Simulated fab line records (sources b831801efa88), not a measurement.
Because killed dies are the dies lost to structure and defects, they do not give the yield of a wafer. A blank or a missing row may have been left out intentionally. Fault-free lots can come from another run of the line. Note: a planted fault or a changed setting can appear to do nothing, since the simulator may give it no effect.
Which tool is to blame?	flow gf180mcu	Sampling: 15 lots, 45 wafers, 3 of 602 route steps

## WHAT THE GAUGES SHOWED, per wafer
GF_M2_RS_MEAS_05: measures by four-point-probe. Usual: M2_ALCU_RS gives 0.0695 ohm/sq (standard deviation 0.00084).
lot	measured	on	M2_ALCU_RS (ohm/sq)	flag
L272	day 18 08:42	filmMetro-01	0.0690 0.0696 0.0698	
L274	day 19 18:37	filmMetro-02	0.0704 0.0702 0.0699	
L276	day 20 09:11	filmMetro-02	0.0691 0.0682 0.0687	
L277	day 20 15:43	filmMetro-02	0.0696 0.0693 0.0689	
L280	day 21 13:18	filmMetro-03	0.0700 0.0699 0.0687	
L282	day 22 17:23	filmMetro-01	0.0701 0.0701 0.0704	
L283	day 22 21:20	filmMetro-03	0.0691 0.0686 0.0684	
L284	day 23 03:10	filmMetro-02	0.0688 0.0690 0.0687	
L286	day 23 18:56	filmMetro-01	0.0709 0.0702 0.0706	
L288	day 24 08:23	filmMetro-03	0.0696 0.0690 0.0695	
L290	day 24 22:07	filmMetro-01	0.0685 0.0687 0.0697	
L291	day 25 04:26	filmMetro-03	0.0699 0.0703 0.0700	
L292	day 25 17:19	filmMetro-02	0.0702 0.0694 0.0688	
L293	day 25 18:04	filmMetro-03	0.0702 0.0688 0.0702	
L294	day 26 02:01	filmMetro-01	0.0680 0.0678 0.0686	

GF_M2_CD_MEAS_14: the cd target is 280 nm. Usual: cdNm at 280.0 nm, with a standard deviation of 1.1.
lot	measured	on	cdNm (nm)	flag
L272	day 19 09:07	cdSem-01	280.4 281.3 279.8	
L274	day 20 19:07	cdSem-01	281.3 280.9 280.1	
L276	day 21 09:07	cdSem-02	281.1 281.4 280.1	
L277	day 21 15:04	cdSem-02	278.4 280.8 279.9	
L280	day 22 12:57	cdSem-01	279.7 279.7 280.2	
L282	day 23 15:49	cdSem-02	277.8 279.3 277.4	
L283	day 23 19:57	cdSem-02	279.7 280.1 279.1	
L284	day 24 01:20	cdSem-02	280.4 279.6 280.2	
L286	day 24 17:36	cdSem-01	280.2 280.0 280.0	
L288	day 25 05:58	cdSem-01	281.3 281.7 281.5	
L290	day 25 18:54	cdSem-01	280.1 279.9 280.5	
L291	day 26 00:57	cdSem-02	278.5 277.5 277.5	
L292	day 26 14:21	cdSem-01	281.0 280.7 280.7	
L293	day 26 15:10	cdSem-01	279.3 279.2 279.4	
L294	day 26 22:31	cdSem-02	281.2 281.4 281.6	

## EACH LOT AND THE TOOL THAT RAN IT (in order: tool; ch and the chambers of the sampled wafers; start)
lot	GF_M2_SPUTTER_03
L272	pvdSputter-02, day 18 08:35
L274	pvdSputter-03, day 19 18:30
L276	pvdSputter-02, day 20 09:06
L277	pvdSputter-02, day 20 15:38
L280	pvdSputter-01, day 21 13:14
L282	pvdSputter-03, day 22 17:16
L283	pvdSputter-01, day 22 21:17
L284	pvdSputter-02, day 23 03:04
L286	pvdSputter-03, day 23 18:52
L288	pvdSputter-02, day 24 08:18
L290	pvdSputter-01, day 24 22:03
L291	pvdSputter-02, day 25 04:23
L292	pvdSputter-03, day 25 17:15
L293	pvdSputter-01, day 25 17:59
L294	pvdSputter-01, day 26 01:58
- GF_M2_SPUTTER_03: material Ti, target thk 10 nm, time 6.7 s.

## WHAT THE TOOLS THEMSELVES READ (means of the sampled wafers that have a number; where no wafer has one, the mark that the record gives instead)
GF_M2_SPUTTER_03. Usual: cathodeDcPowerW 3000.1 W, standard deviation 0.51; substrateTempC 299.98 C, standard deviation 0.2; throttleValvePct 30.3 %, standard deviation 1.2.
lot	tool	cathodeDcPowerW (W)	substrateTempC (C)	throttleValvePct (%)	flag
L272	pvdSputter-02	2999.8	300.13	30.5	
L274	pvdSputter-03	2999.6	300.03	29.3	
L276	pvdSputter-02	2999.9	300.03	31.3	
L277	pvdSputter-02	3000.1	299.90	29.5	
L280	pvdSputter-01	2999.9	300.04	30.9	
L282	pvdSputter-03	3000.1	299.96	29.4	
L283	pvdSputter-01	3000.3	299.88	30.6	
L284	pvdSputter-02	2999.9	299.90	30.6	
L286	pvdSputter-03	3000.5	299.85	29.0	
L288	pvdSputter-02	2999.6	299.99	30.7	
L290	pvdSputter-01	3000.3	299.87	30.8	
L291	pvdSputter-02	2999.7	300.01	31.1	
L292	pvdSputter-03	3000.8	299.90	29.3	
L293	pvdSputter-01	2999.8	299.75	30.8	
L294	pvdSputter-01	2999.9	299.93	30.7	

## THE ANSWER, worked out from the rows above alone
Rule: take the mean of a lot's wafers that have a number; if it is more than 3 standard deviations from the usual mean, the lot is off. Also off: a lot with no number at a reading for which 4 or more lots have one. The other lots that the step has rows for count as sound. Order of review: gauges by route order, followed by the tools' own readings, for which a lot's mean as printed above is used. The first step at which some lot is off is used, and at that step the reading that is off furthest; a lot without a number counts as furthest.
Across all readings shown, no lot is off: no conclusion can be drawn from this.

## WHAT WAS PUT IN BY THE SIMULATOR
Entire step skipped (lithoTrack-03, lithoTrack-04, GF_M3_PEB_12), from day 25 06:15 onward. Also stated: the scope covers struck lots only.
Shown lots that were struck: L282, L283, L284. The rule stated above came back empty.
